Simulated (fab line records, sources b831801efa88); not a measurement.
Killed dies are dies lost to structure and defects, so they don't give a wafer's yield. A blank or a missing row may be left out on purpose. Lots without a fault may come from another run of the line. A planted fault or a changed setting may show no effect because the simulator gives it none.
fab line records | flow sky130
record lots=24 wafers=72 last_day=50
route steps=708 shown CONTACT@421 METAL2@486 METAL5@675 PASSIVATION@681
lots that met no fault: from a run of the same line without faults
start_h: hours from the record's first day to the start of the lot's first wafer shown | wait_h: hours since the lot's step before | " the same as in the row above | L1.1+2: a row that stands for several wafers | - no value, or no start given | * or withheld: withheld | < > ~ a bound
route shown NAME@n: a module of which the file shows steps, and the number in the route of the first | usual: mean/standard deviation of fault-free wafers | same: alike in all rows | chamber/n: place in a boat | sites: the reading at each site | _std_site: their standard deviation | _edge_site: outer sites' mean less inner sites' | radius_mm: how far each site lies from the wafer's centre | mask NAME#n: copy n | behind: the tool/chamber that last shaped the wafer | hold: why the lot was held/for how many hours/how that ended | device: the transistor (n, p or np) that didn't switch | end of line: the same wafers' tests at the end of the route | a step without rows: its recipe alone | killed: dies lost to structure and defects at the first sort, not the wafer's yield | map: a wafer's dies, x killed, . not, _ none there
set.NAME: the setting as run; set.NAME@STEP: as run at that earlier step | model.NAME: the simulator's own value behind a step, which no gauge read
steps of the route over a sample of lots; a table a step, a row a wafer
services: from which hour (start_h, from the record's first day; less than 0 if before it) a tool's chamber was out of use, for how many hours, and why
## steps
# step SKY_CONTACT_OVL_MEAS_15
# usual CONTACT_OVL=3/5.3
# columns lot.wafer tool chamber start_h wait_h CONTACT_OVL[nm]
L074.2 overlay-01 - 736.69 0.1 2
L074.3 " - " " 1
L074.4 " - " " -1
L075.1 overlay-02 - 745.95 0.1 2
L075.4 " - " " 1
L075.5 " - " " 3
L076.2 overlay-01 - 750.90 0.1 1
L076.3 " - " " 4
L076.6 " - " " -1
L077.1 overlay-02 - 760.80 0.1 2
L077.4 " - " " 1
L077.5 " - " " 5
L078.1 overlay-01 - 762.20 0.1 1
L078.4 " - " " 15
L078.6 " - " " 4
L079.2 overlay-01 - 769.39 0.1 7
L079.4 " - " " 2
L079.6 " - " " 7
L080.3 overlay-01 - 778.35 0.1 -1
L080.5 " - " " -1
L080.6 " - " " -7
L081.1 overlay-02 - 785.32 0.1 6
L081.3 " - " " 9
L081.5 " - " " 10
L082.1 overlay-01 - 791.35 0.1 6
L082.3 " - " " 1
L082.6 " - " " 6
L083.1 overlay-02 - 801.59 0.1 12
L083.2 " - " " 14
L083.6 " - " " 9
L084.1 overlay-02 - 810.84 0.1 -9
L084.3 " - " " -2
L084.6 " - " " -1
L085.1 overlay-01 - 818.29 0.1 5
L085.4 " - " " 10
L085.6 " - " " 4
L086.1 overlay-01 - 831.94 0.1 -6
L086.3 " - " " 1
L086.6 " - " " 3
L087.1 overlay-02 - 838.10 0.1 -4
L087.2 " - " " 3
L087.5 " - " " 5
L088.2 overlay-01 - 842.99 0.1 -2
L088.5 " - " " 2
L088.6 " - " " -5
L091.1 overlay-01 - 860.03 0.1 2
L091.2 " - " " 8
L091.5 " - " " 0
L090.1 overlay-02 - 861.28 0.1 -11
L090.2 " - " " 5
L090.5 " - " " 5
L089.2 overlay-01 - 862.51 0.1 4
L089.4 " - " " 0
L089.6 " - " " 1
L092.1 overlay-02 - 891.45 0.1 0
L092.3 " - " " -6
L092.6 " - " " -8
L093.1 overlay-01 - 891.88 0.1 14
L093.3 " - " " 16
L093.4 " - " " 4
L094.3 overlay-01 - 892.71 0.1 2
L094.4 " - " " -1
L094.6 " - " " 8
L095.4 overlay-02 - 893.65 0.1 -2
L095.5 " - " " 10
L095.6 " - " " 1
L096.1 overlay-01 - 893.98 0.1 3
L096.2 " - " " 5
L096.3 " - " " 3
L097.3 overlay-02 - 902.05 0.1 2
L097.5 " - " " 3
L097.6 " - " " 2
# step SKY_CONTACT_ETCH_17
# recipe target=SiO2 chemistry=C4F8/O2/Ar stop_on=Si3N4 mask_material=KrF-thick source_w=1500 bias_w=1200 pressure_mtorr=40 c4f8_flow_sccm=withheld O2_flow_sccm=6 Ar_flow_sccm=300 time_s=withheld target_depth_a=3400
# usual oes_product_au=0.890/0.0045
# columns lot.wafer tool chamber start_h wait_h oes_product_au
L074.2 rie_diel-04 0 736.76 0.0 0.890
L074.3 " 3 " " 0.882
L074.4 " 2 " " 0.894
L075.1 rie_diel-04 1 746.03 0.0 0.881
L075.4 " 0 " " 0.889
L075.5 " 1 " " 0.884
L076.2 rie_diel-03 0 750.98 0.0 0.897
L076.3 " 3 " " 0.887
L076.6 " 1 " " 0.886
L077.1 rie_diel-03 3 760.88 0.0 0.886
L077.4 " 1 " " 0.890
L077.5 " 3 " " 0.896
L078.1 rie_diel-03 0 762.28 0.0 0.889
L078.4 " 2 " " 0.885
L078.6 " 2 " " 0.887
L079.2 rie_diel-03 3 769.47 0.0 0.898
L079.4 " 1 " " 0.889
L079.6 " 3 " " 0.890
L080.3 rie_diel-03 2 778.42 0.0 0.892
L080.5 " 1 " " 0.892
L080.6 " 2 " " 0.886
L081.1 rie_diel-04 1 785.40 0.0 0.895
L081.3 " 3 " " 0.892
L081.5 " 1 " " 0.883
L082.1 rie_diel-03 3 791.43 0.0 0.891
L082.3 " 0 " " 0.889
L082.6 " 0 " " 0.886
L083.1 rie_diel-04 0 801.67 0.0 0.898
L083.2 " 1 " " 0.886
L083.6 " 3 " " 0.899
L084.1 rie_diel-03 1 810.92 0.0 0.894
L084.3 " 0 " " 0.888
L084.6 " 2 " " 0.886
L085.1 rie_diel-02 0 818.37 0.0 0.895
L085.4 " 2 " " 0.889
L085.6 " 1 " " 0.894
L086.1 rie_diel-04 2 832.02 0.0 0.889
L086.3 " 1 " " 0.889
L086.6 " 2 " " 0.890
L087.1 rie_diel-03 0 838.18 0.0 0.892
L087.2 " 1 " " 0.888
L087.5 " 3 " " 0.895
L088.2 rie_diel-04 2 843.07 0.0 0.895
L088.5 " 3 " " 0.894
L088.6 " 0 " " 0.891
L091.1 rie_diel-04 3 860.11 0.0 0.890
L091.2 " 2 " " 0.898
L091.5 " 1 " " 0.892
L090.1 rie_diel-03 3 861.36 0.0 0.891
L090.2 " 0 " " 0.887
L090.5 " 2 " " 0.897
L089.2 rie_diel-04 2 862.59 0.0 0.893
L089.4 " 0 " " 0.882
L089.6 " 3 " " 0.881
L092.1 rie_diel-03 0 891.53 0.0 0.893
L092.3 " 2 " " 0.891
L092.6 " 1 " " 0.886
L093.1 rie_diel-04 3 891.96 0.0 0.893
L093.3 " 2 " " 0.886
L093.4 " 1 " " 0.892
L094.3 rie_diel-03 1 892.78 0.0 0.881
L094.4 " 2 " " 0.890
L094.6 " 1 " " 0.884
L095.4 rie_diel-02 3 893.74 0.0 0.894
L095.5 " 0 " " 0.885
L095.6 " 2 " " 0.885
L096.1 rie_diel-02 0 894.06 0.0 0.891
L096.2 " 3 " " 0.894
L096.3 " 2 " " 0.891
L097.3 rie_diel-04 2 902.11 0.0 0.883
L097.5 " 2 " " 0.882
L097.6 " 1 " " 0.882
# step SKY_METAL2_SPUTTER_03
# recipe material=Ti target_thk_nm=5 power_w=3000 time_s=3.3 chamber_pressure_pa=0.4
# usual throttle_valve_pct=30.3/1.1
# columns lot.wafer tool chamber start_h wait_h throttle_valve_pct
L074.2 pvd_sputter-03 - 795.48 0.0 30.6
L074.3 " - " " 32.5
L074.4 " - " " 29.8
L075.1 pvd_sputter-03 - 804.58 0.0 32.6
L075.4 " - " " 29.7
L075.5 " - " " 30.1
L076.2 pvd_sputter-03 - 808.83 0.0 32.0
L076.3 " - " " 29.9
L076.6 " - " " 29.9
L077.1 pvd_sputter-04 - 817.71 0.0 31.1
L077.4 " - " " 31.3
L077.5 " - " " 28.9
L078.1 pvd_sputter-04 - 819.47 0.0 31.0
L078.4 " - " " 28.8
L078.6 " - " " 29.0
L079.2 pvd_sputter-02 - 826.50 0.0 30.8
L079.4 " - " " 28.8
L079.6 " - " " 29.2
L080.3 pvd_sputter-03 - 836.39 0.0 30.1
L080.5 " - " " 30.1
L080.6 " - " " 32.6
L081.1 pvd_sputter-03 - 841.89 0.0 32.4
L081.3 " - " " 29.8
L081.5 " - " " 29.9
L082.1 pvd_sputter-02 - 849.50 0.0 29.2
L082.3 " - " " 31.0
L082.6 " - " " 28.4
L083.1 pvd_sputter-02 - 858.99 0.0 30.8
L083.2 " - " " 28.5
L083.6 " - " " 30.9
L084.1 pvd_sputter-03 - 868.66 0.0 30.0
L084.3 " - " " 30.0
L084.6 " - " " 30.8
L085.1 pvd_sputter-03 - 876.01 0.0 30.3
L085.4 " - " " 30.1
L085.6 " - " " 30.8
L086.1 pvd_sputter-03 - 888.16 0.0 29.9
L086.3 " - " " 29.9
L086.6 " - " " 30.0
L087.1 pvd_sputter-04 - 895.47 0.0 29.2
L087.2 " - " " 31.1
L087.5 " - " " 31.2
L088.2 pvd_sputter-04 - 899.42 0.0 28.7
L088.5 " - " " 29.2
L088.6 " - " " 29.0
L091.1 pvd_sputter-02 - 917.77 0.0 28.7
L091.2 " - " " 29.1
L091.5 " - " " 28.4
L090.1 pvd_sputter-03 - 918.04 0.0 32.5
L090.2 " - " " 30.8
L090.5 " - " " 30.1
L089.2 pvd_sputter-04 - 919.26 0.0 31.0
L089.4 " - " " 29.1
L089.6 " - " " 31.0
L092.1 pvd_sputter-02 - 946.00 0.0 30.6
L092.3 " - " " 28.6
L092.6 " - " " 30.7
L093.1 pvd_sputter-04 - 947.43 0.0 30.9
L093.3 " - " " 28.9
L093.4 " - " " 29.1
L094.3 pvd_sputter-03 - 948.36 0.0 31.0
L094.4 " - " " 29.9
L094.6 " - " " 30.1
L095.4 pvd_sputter-04 - 948.88 0.0 31.2
L095.5 " - " " 28.7
L095.6 " - " " 28.9
L096.1 pvd_sputter-03 - 950.77 0.0 29.8
L096.2 " - " " 32.7
L096.3 " - " " 30.2
L097.3 pvd_sputter-04 - 955.66 0.0 31.0
L097.5 " - " " 29.0
L097.6 " - " " 28.8
# step SKY_METAL2_CD_MEAS_15
# recipe target_cd_nm=140
# usual cd_nm=139.0/1.5
# columns lot.wafer tool chamber start_h wait_h cd_nm
L074.2 cd_sem-02 - 821.75 - 138.6
L074.3 " - " " 138.9
L074.4 " - " " 137.0
L075.1 cd_sem-01 - 831.46 - 137.5
L075.4 " - " " 137.8
L075.5 " - " " 138.0
L076.2 cd_sem-02 - 836.05 - 139.3
L076.3 " - " " 137.2
L076.6 " - " " 136.5
L077.1 cd_sem-02 - 844.71 - 137.6
L077.4 " - " " 138.6
L077.5 " - " " 135.8
L078.1 cd_sem-02 - 845.53 - 140.8
L078.4 " - " " 140.1
L078.6 " - " " 139.7
L079.2 cd_sem-02 - 853.30 - 138.9
L079.4 " - " " 140.3
L079.6 " - " " 139.0
L080.3 cd_sem-02 - 863.32 - 141.4
L080.5 " - " " 139.3
L080.6 " - " " 138.2
L081.1 cd_sem-02 - 868.18 - 138.7
L081.3 " - " " 139.4
L081.5 " - " " 138.7
L082.1 cd_sem-02 - 875.58 - 135.7
L082.3 " - " " 136.1
L082.6 " - " " 136.3
L083.1 cd_sem-02 - 885.58 - 141.5
L083.2 " - " " 140.6
L083.6 " - " " 141.6
L084.1 cd_sem-02 - 894.81 - 136.0
L084.3 " - " " 137.4
L084.6 " - " " 136.1
L085.1 cd_sem-02 - 902.26 - 139.9
L085.4 " - " " 138.3
L085.6 " - " " 142.0
L086.1 cd_sem-01 - 914.48 - 140.7
L086.3 " - " " 141.5
L086.6 " - " " 141.5
L087.1 cd_sem-02 - 921.41 - 139.1
L087.2 " - " " 138.0
L087.5 " - " " 138.4
L088.2 cd_sem-01 - 924.95 - 139.3
L088.5 " - " " 139.8
L088.6 " - " " 139.1
L091.1 cd_sem-02 - 942.48 - 136.2
L091.2 " - " " 137.9
L091.5 " - " " 138.7
L090.1 cd_sem-02 - 942.98 - 138.5
L090.2 " - " " 139.5
L090.5 " - " " 139.3
L089.2 cd_sem-01 - 944.55 - 138.2
L089.4 " - " " 137.5
L089.6 " - " " 139.7
L092.1 cd_sem-01 - 969.58 - 140.2
L092.3 " - " " 138.8
L092.6 " - " " 139.8
L093.1 cd_sem-02 - 971.88 - 141.7
L093.3 " - " " 141.4
L093.4 " - " " 139.7
L094.3 cd_sem-02 - 972.50 - 140.4
L094.4 " - " " 140.3
L094.6 " - " " 139.0
L095.4 cd_sem-02 - 973.04 - 139.9
L095.5 " - " " 139.6
L095.6 " - " " 138.7
L096.1 cd_sem-02 - 975.00 - 138.7
L096.2 " - " " 139.2
L096.3 " - " " 139.6
L097.3 cd_sem-02 - 979.77 - 137.8
L097.5 " - " " 137.7
L097.6 " - " " 136.5
# step SKY_METAL5_DESCUM_14
# recipe chemistry=O2 source_power_w=150 bias_power_w=0 pressure_mtorr=10 temp_c=40 time_s=11
# usual drypump_motor_current_A=5.6/0.4 oes_product_au=0.996/0.0086
# same bias_power_w=0
# columns lot.wafer tool chamber start_h wait_h drypump_motor_current_A oes_product_au rf_hours_counter_h
L074.2 rie_metal-01 1 1031.08 0.1 5.6 0.985 5
L074.3 " 0 " " 5.1 0.987 -
L074.4 " 1 " " 5.6 0.986 -
L075.1 rie_metal-02 1 1039.48 0.1 6.2 1.002 2
L075.4 " 0 " " 5.2 0.989 -
L075.5 " 1 " " 6.2 1.001 -
L076.2 rie_metal-01 0 1044.33 0.1 5.1 0.993 18
L076.3 " 1 " " 5.6 0.985 -
L076.6 " 1 " " 5.6 0.985 -
L077.1 rie_metal-02 0 1049.56 0.1 5.2 0.996 11
L077.4 " 0 " " 5.2 0.981 -
L077.5 " 1 " " 6.3 1.008 -
L078.1 rie_metal-03 0 1051.08 0.1 5.7 0.985 22
L078.4 " 1 " " 5.8 1.015 -
L078.6 " 1 " " 5.8 1.015 -
L079.2 rie_metal-01 1 1058.23 0.1 5.6 0.986 8
L079.4 " 1 " " 5.6 0.994 -
L079.6 " 1 " " 5.7 0.989 -
L080.3 rie_metal-03 1 1070.20 0.1 5.8 1.003 -
L080.5 " 1 " " 5.8 1.011 -
L080.6 " 1 " " 5.8 1.003 -
L081.1 rie_metal-02 1 1071.63 0.1 6.2 0.995 4
L081.3 " 1 " " 6.2 1.000 -
L081.5 " 1 " " 6.2 0.985 -
L082.1 rie_metal-02 1 1074.16 0.1 6.2 0.999 4
L082.3 " 1 " " 6.2 1.002 -
L082.6 " 1 " " 6.2 1.001 -
L083.1 rie_metal-02 1 1082.18 0.1 6.3 0.996 4
L083.2 " 0 " " 5.3 0.988 14
L083.6 " 0 " " 5.2 1.000 -
L084.1 rie_metal-01 1 1091.83 0.1 5.6 0.985 10
L084.3 " 0 " " 5.1 0.990 -
L084.6 " 0 " " 5.1 1.000 -
L085.1 rie_metal-01 1 1095.52 0.1 5.6 1.001 10
L085.4 " 1 " " 5.6 1.008 -
L085.6 " 0 " " 5.1 1.004 -
L086.1 rie_metal-01 0 1106.08 0.1 5.1 1.001 23
L086.3 " 1 " " 5.7 0.989 -
L086.6 " 1 " " 5.6 0.996 -
L087.1 rie_metal-03 1 1114.03 0.1 5.8 0.996 13
L087.2 " 1 " " 5.8 1.001 -
L087.5 " 1 " " 5.8 0.998 -
L088.2 rie_metal-03 1 1116.28 0.1 5.8 0.999 -
L088.5 " 1 " " 5.8 1.010 -
L088.6 " 1 " " 5.8 1.002 -
L091.1 rie_metal-02 1 1127.23 0.1 6.2 1.005 8
L091.2 " 0 " " 5.3 1.000 17
L091.5 " 0 " " 5.3 0.997 -
L090.1 rie_metal-03 0 1131.08 0.1 5.7 0.996 0
L090.2 " 1 " " 5.8 1.008 15
L090.5 " 1 " " 5.8 1.007 -
L089.2 rie_metal-01 0 1131.38 0.1 5.1 0.980 25
L089.4 " 1 " " 5.7 0.992 -
L089.6 " 0 " " 5.1 0.981 -
L092.1 rie_metal-03 0 1149.27 0.1 5.7 0.992 2
L092.3 " 0 " " 5.7 1.011 -
L092.6 " 0 " " 5.7 0.994 -
L093.1 rie_metal-02 0 1151.57 0.1 5.2 0.992 19
L093.3 " 1 " " 6.2 1.004 -
L093.4 " 0 " " 5.2 0.997 -
L094.3 rie_metal-03 1 1153.79 0.1 5.8 1.000 -
L094.4 " 0 " " 5.7 0.991 -
L094.6 " 1 " " 5.8 1.001 -
L096.1 rie_metal-02 1 1154.42 0.1 6.2 0.992 10
L096.2 " 0 " " 5.2 0.995 20
L096.3 " 1 " " 6.2 0.996 -
L095.4 rie_metal-01 0 1154.69 0.1 5.1 0.980 -
L095.5 " 0 " " 5.1 0.980 -
L095.6 " 1 " " 5.7 0.988 -
L097.3 rie_metal-02 0 1158.08 0.1 5.2 0.989 -
L097.5 " 0 " " 5.2 0.989 -
L097.6 " 1 " " 6.3 0.995 -
# step SKY_PASSIVATION_CVD_00
# recipe material=SiO2 target_thk_nm=90 temp_c=400 time_s=withheld rf_w=600
# usual heater_power_w=610/98 susceptor_temp_C=399.98/0.23
# columns lot.wafer tool chamber start_h wait_h heater_power_w susceptor_temp_C
L074.2 pecvd-04 1 1031.94 0.0 590 400.14
L074.3 " 0 " " 652 400.16
L074.4 " 0 " " 647 400.00
L075.1 pecvd-03 2 1040.35 0.0 825 400.20
L075.4 " 2 " " 825 400.10
L075.5 " 0 " " 579 399.95
L076.2 pecvd-04 1 1045.19 0.0 565 399.96
L076.3 " 2 " " 591 399.71
L076.6 " 2 " " 600 400.23
L077.1 pecvd-04 2 1050.48 0.0 573 399.91
L077.4 " 1 " " 578 399.99
L077.5 " 2 " " 577 400.19
L078.1 pecvd-03 0 1052.38 0.0 509 399.62
L078.4 " 2 " " 838 400.19
L078.6 " 0 " " 513 399.74
L079.2 pecvd-04 0 1059.09 0.0 672 400.29
L079.4 " 1 " " 515 399.76
L079.6 " 0 " " 526 400.44
L080.3 pecvd-03 1 1071.36 0.0 649 400.40
L080.5 " 2 " " 824 399.62
L080.6 " 0 " " 577 399.71
L081.1 pecvd-03 1 1072.49 0.0 535 399.46
L081.3 " 2 " " 844 400.03
L081.5 " 0 " " 554 400.07
L082.1 pecvd-03 0 1075.07 0.0 533 399.89
L082.3 " 0 " " 541 400.02
L082.6 " 2 " " 854 400.10
L083.1 pecvd-01 2 1083.04 0.0 583 399.77
L083.2 " 1 " " 738 400.12
L083.6 " 2 " " 582 399.72
L084.1 pecvd-04 1 1092.72 0.0 604 399.97
L084.3 " 2 " " 564 399.88
L084.6 " 2 " " 585 399.95
L085.1 pecvd-03 0 1096.38 0.0 481 399.62
L085.4 " 2 " " 842 400.16
L085.6 " 0 " " 467 400.04
L086.1 pecvd-04 2 1106.96 0.0 582 400.08
L086.3 " 0 " " 635 400.03
L086.6 " 2 " " 613 400.16
L087.1 pecvd-01 0 1115.25 0.0 583 400.23
L087.2 " 1 " " 729 400.11
L087.5 " 2 " " 594 400.16
L088.2 pecvd-01 1 1117.40 0.0 720 400.17
L088.5 " 2 " " 565 399.61
L088.6 " 0 " " 509 400.04
L091.1 pecvd-04 2 1128.10 0.0 577 399.75
L091.2 " 1 " " 581 400.24
L091.5 " 1 " " 582 400.08
L089.2 pecvd-04 0 1132.32 0.0 525 399.87
L089.4 " 1 " " 483 400.03
L089.6 " 1 " " 500 400.31
L090.1 pecvd-01 0 1132.35 0.0 602 400.07
L090.2 " 2 " " 617 399.92
L090.5 " 1 " " 679 400.02
L092.1 pecvd-03 0 1150.13 0.0 508 400.02
L092.3 " 2 " " 820 399.58
L092.6 " 2 " " 839 400.04
L093.1 pecvd-04 0 1152.43 0.0 563 400.19
L093.3 " 1 " " 638 399.40
L093.4 " 2 " " 574 399.69
L094.3 pecvd-04 2 1154.64 0.0 579 400.07
L094.4 " 1 " " 497 399.92
L094.6 " 2 " " 578 400.18
L096.1 pecvd-01 2 1155.29 0.0 613 400.16
L096.2 " 0 " " 628 399.80
L096.3 " 1 " " 721 399.66
L095.4 pecvd-03 1 1155.58 0.0 591 399.50
L095.5 " 0 " " 505 399.57
L095.6 " 1 " " 603 399.74
L097.3 pecvd-01 0 1158.93 0.0 520 399.79
L097.5 " 2 " " 600 400.01
L097.6 " 0 " " 525 399.97
## services
# columns tool chamber start_h hours kind
pvd_sputter-03 - 756.54 4.5 repair
rie_diel-04 0 760.17 3.1 repair
rie_diel-03 1 785.46 9.3 repair
rie_diel-04 2 835.31 5.4 repair
pvd_sputter-03 - 905.08 4.4 repair
pvd_sputter-03 - 922.13 2.1 repair
rie_diel-04 - 940.99 1.1 repair
rie_diel-03 0 947.33 12.4 repair
rie_diel-04 1 951.36 3.5 repair
rie_metal-02 - 988.15 0.1 repair
rie_metal-02 - 1020.31 0.2 repair
rie_diel-03 2 1024.72 9.9 repair
pecvd-04 2 1059.04 13.7 repair
rie_diel-04 3 1060.16 6.8 repair
rie_diel-03 3 1063.77 17.9 repair
rie_diel-04 - 1065.25 0.2 repair
rie_diel-03 - 1072.20 4.3 pm
rie_diel-03 1 1078.79 2.0 repair
pecvd-04 0 1081.13 1.7 repair
pvd_sputter-03 - 1101.59 2.5 repair
rie_diel-03 1 1108.41 6.3 repair
rie_diel-04 - 1118.65 14.6 pm
pecvd-04 2 1129.09 4.3 repair
rie_diel-04 1 1137.62 4.2 repair
## key
fault none
